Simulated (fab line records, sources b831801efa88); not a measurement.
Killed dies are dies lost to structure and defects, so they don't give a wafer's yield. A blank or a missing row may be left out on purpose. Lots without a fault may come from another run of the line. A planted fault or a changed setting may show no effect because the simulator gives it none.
Which tool did it? | flow sfq_line | 7 lots, 20 wafers sampled, at 2 steps of a route of 325

WHAT THE GAUGES READ, wafer by wafer
SFQ_M7_RS_MEAS_943: measures by four-point-probe.
lot  | measured     | on            | M7_NB_RS (ohm/sq)
L502 | day 70 06:52 | film_metro-04 | 0.875 0.889 0.884
L504 | day 71 03:25 | film_metro-02 | 0.886 0.882 0.880
L513 | day 73 16:15 | film_metro-02 | 0.896 0.889 0.885
L515 | day 74 06:39 | film_metro-04 | 1.023 1.034
L518 | day 75 23:01 | film_metro-04 | 0.896 0.888 0.890
L521 | day 77 17:05 | film_metro-01 | 0.888 0.883 0.893
L524 | day 78 02:43 | film_metro-01 | 0.889 0.892 0.899

WHICH TOOL RAN EACH LOT (tool, then ch and the chambers of the sampled wafers, then the start)
lot  | SFQ_TRILAYER_M7_DEP_SPUTTER_175
L502 | pvd_sputter-04, day 70 06:47
L504 | pvd_sputter-04, day 71 03:19
L513 | pvd_sputter-04, day 73 16:08
L515 | pvd_sputter-06, day 74 06:32
L518 | pvd_sputter-05, day 75 22:54
L521 | pvd_sputter-04, day 77 17:00
L524 | pvd_sputter-05, day 78 02:37
- SFQ_TRILAYER_M7_DEP_SPUTTER_175: material Nb, target thk 200 nm, time 133.3 s.

THE ANSWER, worked out from the rows above alone
Rule: what is usual is taken from the lots themselves. Put in order of their means at a reading, lots are off if they are a third of the lots or fewer, leave a main group of 4 or more, and stand apart from it by a gap of 3 or more times the standard deviation of the main group's means; of several such gaps the widest counts. A main group whose means are all the same, to the digits that the tables above print for the reading, isn't used. A lot without any number at a reading at which 4 lots or more have one is off too. The other lots that the step has rows for count as sound.
Off: L515, at SFQ_M7_RS_MEAS_943 (M7_NB_RS). The main group: mean 0.888 ohm/sq, standard deviation 0.0041.
A tool fits if, at a process step before that reading, it ran every lot that is off, and no sound lot after the first of them. The gauges at SFQ_M7_RS_MEAS_943 are tried like those tools. One fits: pvd_sputter-06 at SFQ_TRILAYER_M7_DEP_SPUTTER_175. It ran no sound lot before its first lot that is off in this sample, so the start can't be narrowed down.

WHAT THE SIMULATOR HAD PUT IN
Site profile drift: pvd_sputter-06, from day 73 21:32 on, at SFQ_TRILAYER_M7_DEP_SPUTTER_175. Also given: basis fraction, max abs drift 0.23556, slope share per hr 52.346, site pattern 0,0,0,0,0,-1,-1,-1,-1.
Lots struck among those shown: L515. The rule above found the same.
